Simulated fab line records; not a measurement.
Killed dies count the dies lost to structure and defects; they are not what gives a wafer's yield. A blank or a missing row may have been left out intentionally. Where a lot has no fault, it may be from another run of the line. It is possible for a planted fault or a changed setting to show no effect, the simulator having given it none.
Chamber matching ; flow gf180mcu ; cmp-02 running GF_V1_CMP_04: 4 sister chambers
The step polishes SiO2. 4 wafers are shown with their chamber, then 9 later ones without.

## WAFERS WITH THEIR CHAMBER
wafer;chamber;motor-current-A (A)
L804.4;2;10.5
L805.4;0;11.7
L808.1;1;13.4
L808.4;3;13.3

## WAFERS WHOSE CHAMBER IS MISSING
wafer;motor-current-A (A)
L808.6;12.1
L811.1;13.7
L811.6;13.4
L820.1;13.7
L820.2;14.0
L820.4;12.3
L821.1;11.6
L821.2;11.0
L821.6;10.4

## EACH ONE'S CHAMBER
wafer;from the rows above;in truth
L808.6;0;0
L811.1;can't be placed: 1 or 3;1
L811.6;can't be placed: 1 or 3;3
L820.1;can't be placed: 1 or 3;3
L820.2;can't be placed: 1 or 3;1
L820.4;can't be placed: 0 or 3 or 1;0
L821.1;0;0
L821.2;can't be placed: 2 or 0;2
L821.6;2;2
3 of 9 placed correctly. Can't be placed from these rows: 6 (the true chamber is among the candidates in 6). Placed wrongly: 0.
How it was worked out, from the rows above alone: a wafer's distance from a chamber is the root of the sum, over the readings, of the square of ((its reading less the chamber's mean) divided by the reading's scatter). The wafer belongs to the nearest chamber; if the next one is less than 2 further off, it can't be placed. The mean given for a chamber averages the wafers shown for that chamber. The scatter: root of mean squared gap, hidden wafer to nearest shown wafer, with one shown wafer a chamber.
